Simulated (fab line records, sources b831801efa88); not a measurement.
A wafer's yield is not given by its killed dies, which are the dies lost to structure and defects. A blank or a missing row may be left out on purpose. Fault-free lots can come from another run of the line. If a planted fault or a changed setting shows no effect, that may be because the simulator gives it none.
Chamber matching ; flow gf180mcu ; GF_HV_LDD_ETCHBACK_58 on rie diel-01: 4 sister chambers
The step etches Si3N4 in CH3F/O2, stops on SiO2, time 100 s, target depth 90 nm. 4 wafers are shown with their chamber, then 7 later ones without.

## WAFERS PAIRED WITH THEIR CHAMBERS
wafer;chamber;chamber pressure mTorr (mTorr)
L247.2;0;25.019
L250.5;2;25.009
L252.3;3;25.018
L252.5;1;25.022

## WAFERS MISSING THEIR CHAMBER
wafer;chamber pressure mTorr (mTorr)
L252.6;24.991
L253.1;25.023
L253.3;24.973
L253.5;24.965
L254.1;24.967
L254.2;24.989
L254.6;24.960

## WHICH CHAMBER EACH WENT THROUGH
wafer;from the rows above;in truth
L252.6;can't be placed: 2 or 3 or 0 or 1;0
L253.1;can't be placed: 1 or 0 or 3 or 2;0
L253.3;can't be placed: 2 or 3 or 0 or 1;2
L253.5;can't be placed: 2 or 3 or 0 or 1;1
L254.1;can't be placed: 2 or 3 or 0 or 1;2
L254.2;can't be placed: 2 or 3 or 0 or 1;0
L254.6;can't be placed: 2 or 3 or 0 or 1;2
Placed correctly: 0 of 7. Unplaceable from these rows: 7, with the true chamber sitting among the candidates in 7. Placed wrongly: 0.
How it was worked out, from the rows above alone: a wafer's distance from a chamber is the root of the sum, over the readings, of the square of ((its reading less the chamber's mean) divided by the reading's scatter). The wafer belongs to the nearest chamber; if the next one is less than 2 further off, it can't be placed. Each chamber's mean is taken over the wafers shown for it. The scatter: root of mean squared gap, hidden wafer to nearest shown wafer, with one shown wafer a chamber.
